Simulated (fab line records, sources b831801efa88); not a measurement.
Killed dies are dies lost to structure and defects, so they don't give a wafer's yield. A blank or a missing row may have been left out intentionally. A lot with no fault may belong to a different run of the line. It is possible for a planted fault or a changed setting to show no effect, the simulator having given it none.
The tool behind it: which one?    flow gf180mcu    33 wafers from 11 lots sampled at 5 of the route's 602 steps

## WHAT THE GAUGES READ, wafer by wafer
GF_M3_CD_MEAS_14: target cd 280 nm. Usual: cdNm at 279.8 nm, with a standard deviation of 1.
lot   measured      on        cdNm (nm)          flag
L888  day 21 09:01  cdSem-02  278.7 278.8 279.6  
L890  day 21 20:40  cdSem-02  279.3 281.0 279.7  
L893  day 23 21:34  cdSem-01  279.1 279.7 278.9  
L896  day 24 08:21  cdSem-01  280.4 279.5 280.4  
L895  day 24 09:56  cdSem-01  281.5 281.5 281.6  
L899  day 25 12:19  cdSem-01  278.8 279.1 279.4  
L900  day 25 13:49  cdSem-02  281.8 280.5 280.6  
L902  day 26 03:41  cdSem-02  278.2 279.1 278.0  
L907  day 27 16:16  cdSem-01  279.0 279.4 279.0  
L910  day 28 11:25  cdSem-01  279.9 279.2 279.0  
L911  day 28 19:40  cdSem-01  280.0 280.4 281.1  

GF_V3_BOW_MEAS_05. Usual: V3_BOW typically reads 117 um, with standard deviation 7.3.
lot   measured      on            V3_BOW (um)  flag
L888  day 21 10:23  filmMetro-03  94 111 108   
L890  day 21 22:04  filmMetro-02  113 118 110  
L893  day 23 23:24  filmMetro-03  112 117 112  
L896  day 24 09:50  filmMetro-03  115 109 116  
L895  day 24 11:18  filmMetro-02  103 108 122  
L899  day 25 13:43  filmMetro-03  114 115 113  
L900  day 25 15:15  filmMetro-04  110 120 115  
L902  day 26 05:12  filmMetro-02  126 126 116  
L907  day 27 17:37  filmMetro-04  121 122 118  
L910  day 28 12:51  filmMetro-04  120 121 118  
L911  day 28 21:04  filmMetro-04  112 114 109  

## TOOL THAT RAN EACH LOT (tool first, then ch and the chambers of the sampled wafers, then the start)
lot   GF_M3_SPUTTER_04             GF_M3_METAL_ETCH_16               GF_M3_STRIP_17
L888  pvdSputter-04, day 20 08:55  rieMetal-01 ch 0,1, day 21 09:11  plasmaAsher-03 ch 0,1, day 21 09:17
L890  pvdSputter-02, day 20 21:05  rieMetal-04 ch 0,1, day 21 20:50  plasmaAsher-01 ch 0,1, day 21 20:56
L893  pvdSputter-02, day 22 22:46  rieMetal-02 ch 1, day 23 21:44    plasmaAsher-01 ch 0,1, day 23 21:55
L896  pvdSputter-04, day 23 10:14  rieMetal-02 ch 1, day 24 08:34    plasmaAsher-04 ch 0,1, day 24 08:42
L895  pvdSputter-01, day 23 10:46  rieMetal-01 ch 0,1, day 24 10:06  plasmaAsher-03 ch 0,1, day 24 10:13
L899  pvdSputter-02, day 24 15:04  rieMetal-02 ch 0,1, day 25 12:27  plasmaAsher-01 ch 0,1, day 25 12:34
L900  pvdSputter-04, day 24 16:19  rieMetal-04 ch 0,1, day 25 13:58  plasmaAsher-01 ch 0,1, day 25 14:05
L902  pvdSputter-02, day 25 06:48  rieMetal-02 ch 0, day 26 03:50    plasmaAsher-01 ch 0,1, day 26 04:04
L907  pvdSputter-02, day 26 20:30  rieMetal-04 ch 0,1, day 27 16:23  plasmaAsher-04 ch 1, day 27 16:31
L910  pvdSputter-02, day 27 15:01  rieMetal-04 ch 0,1, day 28 11:35  plasmaAsher-04 ch 0,1, day 28 11:41
L911  pvdSputter-01, day 28 00:16  rieMetal-02 ch 0,1, day 28 19:49  plasmaAsher-01 ch 0,1, day 28 19:56
- GF_M3_SPUTTER_04: material TiN, target thk 50 nm, time 41.7 s.
- GF_M3_METAL_ETCH_16: etches the open film in Cl2/BCl3, stops on SiO2, target depth 627.5 nm, time 104.6 s.
- GF_M3_STRIP_17: strips in O2/N2.

## AS READ BY THE TOOLS THEMSELVES (means over the sampled wafers that have a number; for cases with no such wafer, the mark the record gives instead)
GF_M3_SPUTTER_04. Usual: throttleValvePct at 30.2 %, with a standard deviation of 1.1.
lot   tool           throttleValvePct (%)  flag
L888  pvdSputter-04  30.3                  
L890  pvdSputter-02  30.9                  
L893  pvdSputter-02  31.0                  
L896  pvdSputter-04  29.1                  
L895  pvdSputter-01  29.1                  
L899  pvdSputter-02  30.2                  
L900  pvdSputter-04  30.3                  
L902  pvdSputter-02  31.0                  
L907  pvdSputter-02  31.1                  
L910  pvdSputter-02  30.5                  
L911  pvdSputter-01  28.7                  

GF_M3_METAL_ETCH_16. Usual: drypumpMotorCurrentA 5.6 A, standard deviation 0.41; heBacksideLeakSccm 3.24 sccm, standard deviation 0.29; oesProductAu 0.972 a.u., standard deviation 0.0072; runLengthS 133.1 s, standard deviation 0.33; throttleValvePct 28.249 %, standard deviation 0.01.
lot   tool         drypumpMotorCurrentA (A)  heBacksideLeakSccm (sccm)  oesProductAu (a.u.)  runLengthS (s)  throttleValvePct (%)  flag
L888  rieMetal-01  5.3                       3.09                       0.969                133.0           28.239                
L890  rieMetal-04  5.9                       3.19                       0.966                132.9           28.255                
L893  rieMetal-02  6.2                       3.40                       0.981                133.3           28.243                
L896  rieMetal-02  6.2                       3.31                       0.964                133.4           28.259                
L895  rieMetal-01  5.4                       3.18                       0.975                133.1           28.254                
L899  rieMetal-02  5.8                       3.33                       0.911                145.8           28.308                OFF
L900  rieMetal-04  5.9                       3.21                       0.960                132.8           28.262                
L902  rieMetal-02  5.1                       3.35                       0.911                145.7           28.321                OFF
L907  rieMetal-04  5.9                       3.26                       0.966                132.8           28.262                
L910  rieMetal-04  5.7                       3.15                       0.973                132.9           28.242                
L911  rieMetal-02  5.9                       3.33                       0.971                133.4           28.257                

GF_M3_STRIP_17. Usual: drypumpMotorCurrentA 5.6 A, standard deviation 0.49; heaterPowerW 352 W, standard deviation 26; oesProductAu 0.558 a.u., standard deviation 0.0049; stripTimeToEndpointS 7.89 s, standard deviation 0.058.
lot   tool            drypumpMotorCurrentA (A)  heaterPowerW (W)  oesProductAu (a.u.)  stripTimeToEndpointS (s)  flag
L888  plasmaAsher-03  5.9                       352               0.558                7.90                      
L890  plasmaAsher-01  5.2                       379               0.560                7.89                      
L893  plasmaAsher-01  5.5                       374               0.557                7.86                      
L896  plasmaAsher-04  5.8                       317               0.556                7.86                      
L895  plasmaAsher-03  5.8                       348               0.556                7.90                      
L899  plasmaAsher-01  5.1                       378               0.545                7.60                      OFF
L900  plasmaAsher-01  5.5                       379               0.557                7.91                      
L902  plasmaAsher-01  5.5                       376               0.549                7.64                      OFF
L907  plasmaAsher-04  6.1                       310               0.556                7.87                      
L910  plasmaAsher-04  5.5                       334               0.560                7.87                      
L911  plasmaAsher-01  5.2                       372               0.554                7.83                      

## THE ANSWER, worked out from the rows above alone
Rule: a lot is off if the mean of its wafers that have a number lies more than 3 standard deviations from the usual mean. Also off: a lot with no number at a reading for which 4 or more lots have one. All remaining lots with rows at the step are treated as sound. First the gauges in route order, then the tools' own readings, where a lot's mean is used as printed above. At the first step where some lot is off, the reading lying furthest off is the one used; lots without a number count as furthest.
Off, at GF_M3_METAL_ETCH_16 on runLengthS: L899, L902.
A tool fits if, at that step or a process step before it, it ran every lot that is off, and no sound lot after the first of them. Of those tried, none fits.

## WHAT WAS PUT IN BY THE SIMULATOR
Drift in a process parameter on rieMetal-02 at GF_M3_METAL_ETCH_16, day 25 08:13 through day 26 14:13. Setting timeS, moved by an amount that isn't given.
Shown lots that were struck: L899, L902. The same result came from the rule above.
